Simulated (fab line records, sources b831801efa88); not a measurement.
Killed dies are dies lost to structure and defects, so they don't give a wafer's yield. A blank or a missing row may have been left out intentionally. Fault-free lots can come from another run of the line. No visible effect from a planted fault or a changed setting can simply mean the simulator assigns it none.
One fault through the eyes of 2 desks || flow sky130 || numbers are kept per desk, each desk with only its own; the story behind them comes last

== TOOL OWNER'S DESK, pvd_sputter-04 ==
The tool's own readings at SKY_METAL5_SPUTTER_04 (material TiN, target thk 70 nm, time 58.3 s): means of the sampled wafers that have a number, for each lot that ran on this tool. The brackets show how far a lot's mean lies from the usual mean; more than 4 standard deviations puts the lot out of limits, marked OUT.
Columns: A = throttle_valve_pct at SKY_METAL5_SPUTTER_04, usual 29.9 %
{"lot": "L897", "first seen here": "day 45 23:44", "A": 31.1}
{"lot": "L903", "first seen here": "day 46 23:59", "A": 31.7}
{"lot": "L905", "first seen here": "day 47 17:28", "A": 31.6}
This desk's finding: nothing out of limits on any of the 3 lots.

== METROLOGY DESK ==
What the gauges read for every lot (on any tool): the sampled wafers with a number, averaged. The brackets show how far a lot's mean lies from the usual mean; more than 4 standard deviations puts the lot out of limits, marked OUT.
Columns: A = VIA4_W_RS at SKY_VIA4_RS_MEAS_19, usual 0.2270 ohm/sq; B = VIA4_W_THK at SKY_VIA4_THK_MEAS_20, usual 524 nm; C = METAL5_ALCU_RS at SKY_METAL5_RS_MEAS_05, usual 0.0272 ohm/sq; D = METAL5_ALCU_THK at SKY_METAL5_THK_MEAS_06, usual 1161 nm
{"lot": "L888", "first seen here": "day 43 08:40", "A": 0.2264, "B": 523, "C": 0.0275, "D": 1148}
{"lot": "L897", "first seen here": "day 45 23:08", "A": 0.2260, "B": 529, "C": 0.0273, "D": 1164}
{"lot": "L903", "first seen here": "day 46 21:29", "A": 0.2260, "B": 525, "C": 0.0269, "D": 1165}
{"lot": "L905", "first seen here": "day 47 16:20", "A": 0.2258, "B": 520, "C": 0.0271, "D": 1172}
{"lot": "L907", "first seen here": "day 47 22:21", "A": 0.2288, "B": 523, "C": 0.0274, "D": 1166}
{"lot": "L909", "first seen here": "day 48 04:30", "A": 0.2302, "B": 518, "C": 0.0275, "D": 1143}
This desk's finding: nothing out of limits on any of the 6 lots.

== TAKEN TOGETHER ==
The desk of the tool owner found nothing out of limits.
The metrology desk saw nothing out of limits.

== WHAT THE SIMULATOR HAD INSERTED ==
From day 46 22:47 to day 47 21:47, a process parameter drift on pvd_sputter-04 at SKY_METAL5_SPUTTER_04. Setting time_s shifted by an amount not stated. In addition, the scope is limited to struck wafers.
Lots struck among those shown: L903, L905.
